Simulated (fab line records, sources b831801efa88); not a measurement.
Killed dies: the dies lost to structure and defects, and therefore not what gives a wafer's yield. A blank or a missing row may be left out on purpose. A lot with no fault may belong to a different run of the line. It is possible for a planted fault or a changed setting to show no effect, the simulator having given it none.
Which of the tools did it? || flow gf180mcu || Sampling: 24 lots, 72 wafers, 4 of 602 route steps

== WHAT THE GAUGES READ, wafer by wafer ==
GF_M2_THK_MEAS_06: measures by xrf. Usual: M2_ALCU_THK 458 nm, standard deviation 7.2.
{"lot": "L074", "measured": "day 17 18:58", "on": "film-metro-02", "M2_ALCU_THK (nm)": "463 460 468", "flag": ""}
{"lot": "L075", "measured": "day 19 05:02", "on": "film-metro-02", "M2_ALCU_THK (nm)": "459 456 458", "flag": ""}
{"lot": "L076", "measured": "day 19 12:26", "on": "film-metro-04", "M2_ALCU_THK (nm)": "454 456 454", "flag": ""}
{"lot": "L077", "measured": "day 19 16:01", "on": "film-metro-01", "M2_ALCU_THK (nm)": "460 449 457", "flag": ""}
{"lot": "L078", "measured": "day 19 22:33", "on": "film-metro-02", "M2_ALCU_THK (nm)": "451 456 464", "flag": ""}
{"lot": "L079", "measured": "day 20 06:27", "on": "film-metro-04", "M2_ALCU_THK (nm)": "450 456 457", "flag": ""}
{"lot": "L080", "measured": "day 20 13:25", "on": "film-metro-02", "M2_ALCU_THK (nm)": "453 442 445", "flag": ""}
{"lot": "L081", "measured": "day 21 02:14", "on": "film-metro-02", "M2_ALCU_THK (nm)": "451 455 453", "flag": ""}
{"lot": "L083", "measured": "day 21 20:55", "on": "film-metro-04", "M2_ALCU_THK (nm)": "447 449 444", "flag": ""}
{"lot": "L082", "measured": "day 21 22:51", "on": "film-metro-01", "M2_ALCU_THK (nm)": "458 456 451", "flag": ""}
{"lot": "L084", "measured": "day 22 01:13", "on": "film-metro-02", "M2_ALCU_THK (nm)": "457 467 448", "flag": ""}
{"lot": "L085", "measured": "day 22 11:38", "on": "film-metro-01", "M2_ALCU_THK (nm)": "452 464 466", "flag": ""}
{"lot": "L086", "measured": "day 22 14:58", "on": "film-metro-02", "M2_ALCU_THK (nm)": "459 448 444", "flag": ""}
{"lot": "L087", "measured": "day 23 08:50", "on": "film-metro-01", "M2_ALCU_THK (nm)": "462 460 466", "flag": ""}
{"lot": "L088", "measured": "day 23 14:25", "on": "film-metro-04", "M2_ALCU_THK (nm)": "449 444 442", "flag": ""}
{"lot": "L089", "measured": "day 23 21:43", "on": "film-metro-02", "M2_ALCU_THK (nm)": "460 453 455", "flag": ""}
{"lot": "L090", "measured": "day 24 00:29", "on": "film-metro-04", "M2_ALCU_THK (nm)": "452 464 456", "flag": ""}
{"lot": "L091", "measured": "day 24 14:56", "on": "film-metro-02", "M2_ALCU_THK (nm)": "456 456 469", "flag": ""}
{"lot": "L092", "measured": "day 25 05:19", "on": "film-metro-04", "M2_ALCU_THK (nm)": "451 456 449", "flag": ""}
{"lot": "L093", "measured": "day 25 10:42", "on": "film-metro-01", "M2_ALCU_THK (nm)": "470 472 467", "flag": ""}
{"lot": "L094", "measured": "day 25 15:27", "on": "film-metro-01", "M2_ALCU_THK (nm)": "464 463 457", "flag": ""}
{"lot": "L095", "measured": "day 25 20:24", "on": "film-metro-02", "M2_ALCU_THK (nm)": "462 469 457", "flag": ""}
{"lot": "L096", "measured": "day 25 23:25", "on": "film-metro-02", "M2_ALCU_THK (nm)": "453 462 466", "flag": ""}
{"lot": "L097", "measured": "day 26 03:34", "on": "film-metro-01", "M2_ALCU_THK (nm)": "466 476 467", "flag": ""}

GF_M3_RS_MEAS_05: a four-point-probe measurement. Usual: M3_ALCU_RS 0.0692 ohm/sq, standard deviation 0.00087.
{"lot": "L074", "measured": "day 19 21:48", "on": "film-metro-03", "M3_ALCU_RS (ohm/sq)": "0.0686 0.0700 0.0689", "flag": ""}
{"lot": "L075", "measured": "day 21 08:28", "on": "film-metro-01", "M3_ALCU_RS (ohm/sq)": "0.0708 0.0691 0.0700", "flag": ""}
{"lot": "L076", "measured": "day 21 15:47", "on": "film-metro-04", "M3_ALCU_RS (ohm/sq)": "0.0698 0.0696 0.0696", "flag": ""}
{"lot": "L077", "measured": "day 21 19:47", "on": "film-metro-01", "M3_ALCU_RS (ohm/sq)": "0.0691 0.0691 0.0691", "flag": ""}
{"lot": "L078", "measured": "day 22 02:34", "on": "film-metro-04", "M3_ALCU_RS (ohm/sq)": "0.0681 0.0680 0.0699", "flag": ""}
{"lot": "L079", "measured": "day 22 09:35", "on": "film-metro-04", "M3_ALCU_RS (ohm/sq)": "0.0694 0.0691 0.0687", "flag": ""}
{"lot": "L080", "measured": "day 22 15:50", "on": "film-metro-01", "M3_ALCU_RS (ohm/sq)": "0.0678 0.0689 0.0685", "flag": ""}
{"lot": "L081", "measured": "day 23 04:10", "on": "film-metro-03", "M3_ALCU_RS (ohm/sq)": "0.0684 0.0679 0.0691", "flag": ""}
{"lot": "L083", "measured": "day 23 22:17", "on": "film-metro-04", "M3_ALCU_RS (ohm/sq)": "0.0684 0.0696 0.0695", "flag": ""}
{"lot": "L082", "measured": "day 24 00:26", "on": "film-metro-01", "M3_ALCU_RS (ohm/sq)": "0.0700 0.0693 0.0700", "flag": ""}
{"lot": "L084", "measured": "day 24 02:21", "on": "film-metro-04", "M3_ALCU_RS (ohm/sq)": "0.0703 0.0694 0.0690", "flag": ""}
{"lot": "L085", "measured": "day 24 11:58", "on": "film-metro-03", "M3_ALCU_RS (ohm/sq)": "0.0686 0.0680 0.0667", "flag": ""}
{"lot": "L086", "measured": "day 24 13:50", "on": "film-metro-03", "M3_ALCU_RS (ohm/sq)": "0.0692 0.0685 0.0688", "flag": ""}
{"lot": "L087", "measured": "day 25 07:05", "on": "film-metro-04", "M3_ALCU_RS (ohm/sq)": "0.0691 0.0698 0.0705", "flag": ""}
{"lot": "L088", "measured": "day 25 11:56", "on": "film-metro-01", "M3_ALCU_RS (ohm/sq)": "0.0688 0.0691 0.0680", "flag": ""}
{"lot": "L089", "measured": "day 25 21:36", "on": "film-metro-01", "M3_ALCU_RS (ohm/sq)": "0.0684 0.0695 0.0700", "flag": ""}
{"lot": "L090", "measured": "day 25 22:24", "on": "film-metro-04", "M3_ALCU_RS (ohm/sq)": "0.0699 0.0701 0.0695", "flag": ""}
{"lot": "L091", "measured": "day 26 12:09", "on": "film-metro-01", "M3_ALCU_RS (ohm/sq)": "0.0706 0.0697 0.0702", "flag": ""}
{"lot": "L092", "measured": "day 27 02:41", "on": "film-metro-03", "M3_ALCU_RS (ohm/sq)": "0.0692 0.0679 0.0693", "flag": ""}
{"lot": "L093", "measured": "day 27 06:27", "on": "film-metro-01", "M3_ALCU_RS (ohm/sq)": "0.0707 0.0706 0.0695", "flag": ""}
{"lot": "L094", "measured": "day 27 11:26", "on": "film-metro-01", "M3_ALCU_RS (ohm/sq)": "0.0686 0.0684 0.0702", "flag": ""}
{"lot": "L095", "measured": "day 27 16:46", "on": "film-metro-04", "M3_ALCU_RS (ohm/sq)": "0.0696 0.0689 0.0699", "flag": ""}
{"lot": "L096", "measured": "day 27 18:10", "on": "film-metro-04", "M3_ALCU_RS (ohm/sq)": "0.0689 0.0695 0.0707", "flag": ""}
{"lot": "L097", "measured": "day 27 22:43", "on": "film-metro-01", "M3_ALCU_RS (ohm/sq)": "0.0686 0.0699 0.0697", "flag": ""}

== TOOL THAT RAN EACH LOT (tool first, then ch and the chambers of the sampled wafers, then the start) ==
{"lot": "L074", "GF_M2_METAL_ETCH_16": "rie-metal-03 ch 0,1, day 18 18:22", "GF_M3_SPUTTER_03": "pvd-sputter-03, day 19 21:41"}
{"lot": "L075", "GF_M2_METAL_ETCH_16": "rie-metal-03 ch 0,1, day 20 05:04", "GF_M3_SPUTTER_03": "pvd-sputter-03, day 21 08:25"}
{"lot": "L076", "GF_M2_METAL_ETCH_16": "rie-metal-03 ch 0, day 20 12:22", "GF_M3_SPUTTER_03": "pvd-sputter-03, day 21 15:43"}
{"lot": "L077", "GF_M2_METAL_ETCH_16": "rie-metal-02 ch 0,1, day 20 16:30", "GF_M3_SPUTTER_03": "pvd-sputter-04, day 21 19:42"}
{"lot": "L078", "GF_M2_METAL_ETCH_16": "rie-metal-03 ch 0,1, day 20 23:06", "GF_M3_SPUTTER_03": "pvd-sputter-01, day 22 02:30"}
{"lot": "L079", "GF_M2_METAL_ETCH_16": "rie-metal-03 ch 0,1, day 21 06:46", "GF_M3_SPUTTER_03": "pvd-sputter-04, day 22 09:32"}
{"lot": "L080", "GF_M2_METAL_ETCH_16": "rie-metal-04 ch 0,1, day 21 13:38", "GF_M3_SPUTTER_03": "pvd-sputter-01, day 22 15:46"}
{"lot": "L081", "GF_M2_METAL_ETCH_16": "rie-metal-03 ch 0, day 22 01:57", "GF_M3_SPUTTER_03": "pvd-sputter-03, day 23 04:04"}
{"lot": "L083", "GF_M2_METAL_ETCH_16": "rie-metal-03 ch 0,1, day 22 20:16", "GF_M3_SPUTTER_03": "pvd-sputter-01, day 23 22:14"}
{"lot": "L082", "GF_M2_METAL_ETCH_16": "rie-metal-04 ch 1, day 22 22:19", "GF_M3_SPUTTER_03": "pvd-sputter-03, day 24 00:21"}
{"lot": "L084", "GF_M2_METAL_ETCH_16": "rie-metal-03 ch 0,1, day 22 23:57", "GF_M3_SPUTTER_03": "pvd-sputter-03, day 24 02:13"}
{"lot": "L085", "GF_M2_METAL_ETCH_16": "rie-metal-02 ch 0,1, day 23 10:50", "GF_M3_SPUTTER_03": "pvd-sputter-01, day 24 11:54"}
{"lot": "L086", "GF_M2_METAL_ETCH_16": "rie-metal-03 ch 0,1, day 23 13:29", "GF_M3_SPUTTER_03": "pvd-sputter-04, day 24 13:46"}
{"lot": "L087", "GF_M2_METAL_ETCH_16": "rie-metal-04 ch 0,1, day 24 06:50", "GF_M3_SPUTTER_03": "pvd-sputter-01, day 25 07:01"}
{"lot": "L088", "GF_M2_METAL_ETCH_16": "rie-metal-02 ch 0,1, day 24 11:41", "GF_M3_SPUTTER_03": "pvd-sputter-01, day 25 11:53"}
{"lot": "L089", "GF_M2_METAL_ETCH_16": "rie-metal-04 ch 0,1, day 24 19:55", "GF_M3_SPUTTER_03": "pvd-sputter-01, day 25 21:30"}
{"lot": "L090", "GF_M2_METAL_ETCH_16": "rie-metal-03 ch 0,1, day 24 22:17", "GF_M3_SPUTTER_03": "pvd-sputter-04, day 25 22:20"}
{"lot": "L091", "GF_M2_METAL_ETCH_16": "rie-metal-03 ch 0,1, day 25 11:56", "GF_M3_SPUTTER_03": "pvd-sputter-04, day 26 12:05"}
{"lot": "L092", "GF_M2_METAL_ETCH_16": "rie-metal-02 ch 0,1, day 26 02:52", "GF_M3_SPUTTER_03": "pvd-sputter-01, day 27 02:35"}
{"lot": "L093", "GF_M2_METAL_ETCH_16": "rie-metal-04 ch 0,1, day 26 07:18", "GF_M3_SPUTTER_03": "pvd-sputter-04, day 27 06:21"}
{"lot": "L094", "GF_M2_METAL_ETCH_16": "rie-metal-03 ch 0,1, day 26 12:02", "GF_M3_SPUTTER_03": "pvd-sputter-01, day 27 11:20"}
{"lot": "L095", "GF_M2_METAL_ETCH_16": "rie-metal-04 ch 0,1, day 26 16:55", "GF_M3_SPUTTER_03": "pvd-sputter-01, day 27 16:42"}
{"lot": "L096", "GF_M2_METAL_ETCH_16": "rie-metal-04 ch 1, day 26 19:52", "GF_M3_SPUTTER_03": "pvd-sputter-03, day 27 18:06"}
{"lot": "L097", "GF_M2_METAL_ETCH_16": "rie-metal-04 ch 0,1, day 27 00:05", "GF_M3_SPUTTER_03": "pvd-sputter-01, day 27 22:38"}
- GF_M2_METAL_ETCH_16: etches the open film in Cl2/BCl3, stops on SiO2, target depth 627.5 nm, time 104.6 s.
- GF_M3_SPUTTER_03: material Ti, target thk 10 nm, time 6.7 s.

== WHAT THE TOOLS THEMSELVES READ (means of the sampled wafers that have a number; where no wafer has one, the mark that the record gives instead) ==
GF_M2_METAL_ETCH_16. Usual: chamber-pressure-mTorr 8.001 mTorr, standard deviation 0.0072; drypump-motor-current-A 5.63 A, standard deviation 0.25; oes-product-au 0.974 a.u., standard deviation 0.0066; throttle-valve-pct 28.248 %, standard deviation 0.011.
{"lot": "L074", "tool": "rie-metal-03", "chamber-pressure-mTorr (mTorr)": 7.998, "drypump-motor-current-A (A)": 5.61, "oes-product-au (a.u.)": 0.974, "throttle-valve-pct (%)": 28.244, "flag": ""}
{"lot": "L075", "tool": "rie-metal-03", "chamber-pressure-mTorr (mTorr)": 7.997, "drypump-motor-current-A (A)": 5.75, "oes-product-au (a.u.)": 0.975, "throttle-valve-pct (%)": 28.253, "flag": ""}
{"lot": "L076", "tool": "rie-metal-03", "chamber-pressure-mTorr (mTorr)": 8.008, "drypump-motor-current-A (A)": 5.44, "oes-product-au (a.u.)": 0.973, "throttle-valve-pct (%)": 28.255, "flag": ""}
{"lot": "L077", "tool": "rie-metal-02", "chamber-pressure-mTorr (mTorr)": 7.999, "drypump-motor-current-A (A)": 5.76, "oes-product-au (a.u.)": 0.972, "throttle-valve-pct (%)": 28.253, "flag": ""}
{"lot": "L078", "tool": "rie-metal-03", "chamber-pressure-mTorr (mTorr)": 8.006, "drypump-motor-current-A (A)": 5.77, "oes-product-au (a.u.)": 0.973, "throttle-valve-pct (%)": 28.254, "flag": ""}
{"lot": "L079", "tool": "rie-metal-03", "chamber-pressure-mTorr (mTorr)": 7.990, "drypump-motor-current-A (A)": 5.63, "oes-product-au (a.u.)": 0.971, "throttle-valve-pct (%)": 28.250, "flag": ""}
{"lot": "L080", "tool": "rie-metal-04", "chamber-pressure-mTorr (mTorr)": 8.001, "drypump-motor-current-A (A)": 5.67, "oes-product-au (a.u.)": 0.966, "throttle-valve-pct (%)": 28.264, "flag": ""}
{"lot": "L081", "tool": "rie-metal-03", "chamber-pressure-mTorr (mTorr)": 8.010, "drypump-motor-current-A (A)": 5.43, "oes-product-au (a.u.)": 0.975, "throttle-valve-pct (%)": 28.242, "flag": ""}
{"lot": "L083", "tool": "rie-metal-03", "chamber-pressure-mTorr (mTorr)": 8.000, "drypump-motor-current-A (A)": 5.61, "oes-product-au (a.u.)": 0.971, "throttle-valve-pct (%)": 28.254, "flag": ""}
{"lot": "L082", "tool": "rie-metal-04", "chamber-pressure-mTorr (mTorr)": 8.005, "drypump-motor-current-A (A)": 5.30, "oes-product-au (a.u.)": 0.971, "throttle-valve-pct (%)": 28.248, "flag": ""}
{"lot": "L084", "tool": "rie-metal-03", "chamber-pressure-mTorr (mTorr)": 8.000, "drypump-motor-current-A (A)": 5.63, "oes-product-au (a.u.)": 0.973, "throttle-valve-pct (%)": 28.247, "flag": ""}
{"lot": "L085", "tool": "rie-metal-02", "chamber-pressure-mTorr (mTorr)": 7.988, "drypump-motor-current-A (A)": 5.60, "oes-product-au (a.u.)": 0.975, "throttle-valve-pct (%)": 28.258, "flag": ""}
{"lot": "L086", "tool": "rie-metal-03", "chamber-pressure-mTorr (mTorr)": 8.004, "drypump-motor-current-A (A)": 5.75, "oes-product-au (a.u.)": 0.969, "throttle-valve-pct (%)": 28.246, "flag": ""}
{"lot": "L087", "tool": "rie-metal-04", "chamber-pressure-mTorr (mTorr)": 8.003, "drypump-motor-current-A (A)": 5.49, "oes-product-au (a.u.)": 0.972, "throttle-valve-pct (%)": 28.240, "flag": ""}
{"lot": "L088", "tool": "rie-metal-02", "chamber-pressure-mTorr (mTorr)": 8.005, "drypump-motor-current-A (A)": 5.77, "oes-product-au (a.u.)": 0.962, "throttle-valve-pct (%)": 28.259, "flag": ""}
{"lot": "L089", "tool": "rie-metal-04", "chamber-pressure-mTorr (mTorr)": 8.003, "drypump-motor-current-A (A)": 5.50, "oes-product-au (a.u.)": 0.976, "throttle-valve-pct (%)": 28.246, "flag": ""}
{"lot": "L090", "tool": "rie-metal-03", "chamber-pressure-mTorr (mTorr)": 8.001, "drypump-motor-current-A (A)": 5.58, "oes-product-au (a.u.)": 0.972, "throttle-valve-pct (%)": 28.248, "flag": ""}
{"lot": "L091", "tool": "rie-metal-03", "chamber-pressure-mTorr (mTorr)": 8.002, "drypump-motor-current-A (A)": 5.60, "oes-product-au (a.u.)": 0.985, "throttle-valve-pct (%)": 28.235, "flag": ""}
{"lot": "L092", "tool": "rie-metal-02", "chamber-pressure-mTorr (mTorr)": 7.998, "drypump-motor-current-A (A)": 5.59, "oes-product-au (a.u.)": 0.965, "throttle-valve-pct (%)": 28.255, "flag": ""}
{"lot": "L093", "tool": "rie-metal-04", "chamber-pressure-mTorr (mTorr)": 7.995, "drypump-motor-current-A (A)": 5.48, "oes-product-au (a.u.)": 0.981, "throttle-valve-pct (%)": 28.242, "flag": ""}
{"lot": "L094", "tool": "rie-metal-03", "chamber-pressure-mTorr (mTorr)": 7.999, "drypump-motor-current-A (A)": 5.61, "oes-product-au (a.u.)": 0.978, "throttle-valve-pct (%)": 28.249, "flag": ""}
{"lot": "L095", "tool": "rie-metal-04", "chamber-pressure-mTorr (mTorr)": 8.000, "drypump-motor-current-A (A)": 5.69, "oes-product-au (a.u.)": 0.983, "throttle-valve-pct (%)": 28.238, "flag": ""}
{"lot": "L096", "tool": "rie-metal-04", "chamber-pressure-mTorr (mTorr)": 7.993, "drypump-motor-current-A (A)": 5.31, "oes-product-au (a.u.)": 0.972, "throttle-valve-pct (%)": 28.246, "flag": ""}
{"lot": "L097", "tool": "rie-metal-04", "chamber-pressure-mTorr (mTorr)": 7.993, "drypump-motor-current-A (A)": 5.48, "oes-product-au (a.u.)": 0.984, "throttle-valve-pct (%)": 28.236, "flag": ""}

GF_M3_SPUTTER_03. Usual: throttle-valve-pct at 30.1 %, with a standard deviation of 0.67.
{"lot": "L074", "tool": "pvd-sputter-03", "throttle-valve-pct (%)": 29.5, "flag": ""}
{"lot": "L075", "tool": "pvd-sputter-03", "throttle-valve-pct (%)": 29.5, "flag": ""}
{"lot": "L076", "tool": "pvd-sputter-03", "throttle-valve-pct (%)": 30.1, "flag": ""}
{"lot": "L077", "tool": "pvd-sputter-04", "throttle-valve-pct (%)": 30.1, "flag": ""}
{"lot": "L078", "tool": "pvd-sputter-01", "throttle-valve-pct (%)": 30.4, "flag": ""}
{"lot": "L079", "tool": "pvd-sputter-04", "throttle-valve-pct (%)": 30.0, "flag": ""}
{"lot": "L080", "tool": "pvd-sputter-01", "throttle-valve-pct (%)": 30.1, "flag": ""}
{"lot": "L081", "tool": "pvd-sputter-03", "throttle-valve-pct (%)": 29.5, "flag": ""}
{"lot": "L083", "tool": "pvd-sputter-01", "throttle-valve-pct (%)": 30.3, "flag": ""}
{"lot": "L082", "tool": "pvd-sputter-03", "throttle-valve-pct (%)": 30.3, "flag": ""}
{"lot": "L084", "tool": "pvd-sputter-03", "throttle-valve-pct (%)": 28.9, "flag": ""}
{"lot": "L085", "tool": "pvd-sputter-01", "throttle-valve-pct (%)": 30.2, "flag": ""}
{"lot": "L086", "tool": "pvd-sputter-04", "throttle-valve-pct (%)": 30.0, "flag": ""}
{"lot": "L087", "tool": "pvd-sputter-01", "throttle-valve-pct (%)": 30.4, "flag": ""}
{"lot": "L088", "tool": "pvd-sputter-01", "throttle-valve-pct (%)": 30.2, "flag": ""}
{"lot": "L089", "tool": "pvd-sputter-01", "throttle-valve-pct (%)": 30.5, "flag": ""}
{"lot": "L090", "tool": "pvd-sputter-04", "throttle-valve-pct (%)": 30.2, "flag": ""}
{"lot": "L091", "tool": "pvd-sputter-04", "throttle-valve-pct (%)": 30.4, "flag": ""}
{"lot": "L092", "tool": "pvd-sputter-01", "throttle-valve-pct (%)": 30.5, "flag": ""}
{"lot": "L093", "tool": "pvd-sputter-04", "throttle-valve-pct (%)": 30.3, "flag": ""}
{"lot": "L094", "tool": "pvd-sputter-01", "throttle-valve-pct (%)": 30.2, "flag": ""}
{"lot": "L095", "tool": "pvd-sputter-01", "throttle-valve-pct (%)": 30.2, "flag": ""}
{"lot": "L096", "tool": "pvd-sputter-03", "throttle-valve-pct (%)": 29.5, "flag": ""}
{"lot": "L097", "tool": "pvd-sputter-01", "throttle-valve-pct (%)": 30.4, "flag": ""}

== THE ANSWER, worked out from the rows above alone ==
Rule: lot off if the mean of its wafers having a number is beyond 3 standard deviations from the usual mean. A lot without any number at a reading at which 4 lots or more have one is off too. All remaining lots with rows at the step are treated as sound. First the gauges in route order, then the tools' own readings, where a lot's mean is used as printed above. The first step at which some lot is off is used, and at that step the reading that is off furthest; a lot without a number counts as furthest.
No lot is off at any reading shown: from this, nothing can be told.

== WHAT THE SIMULATOR HAD PUT IN ==
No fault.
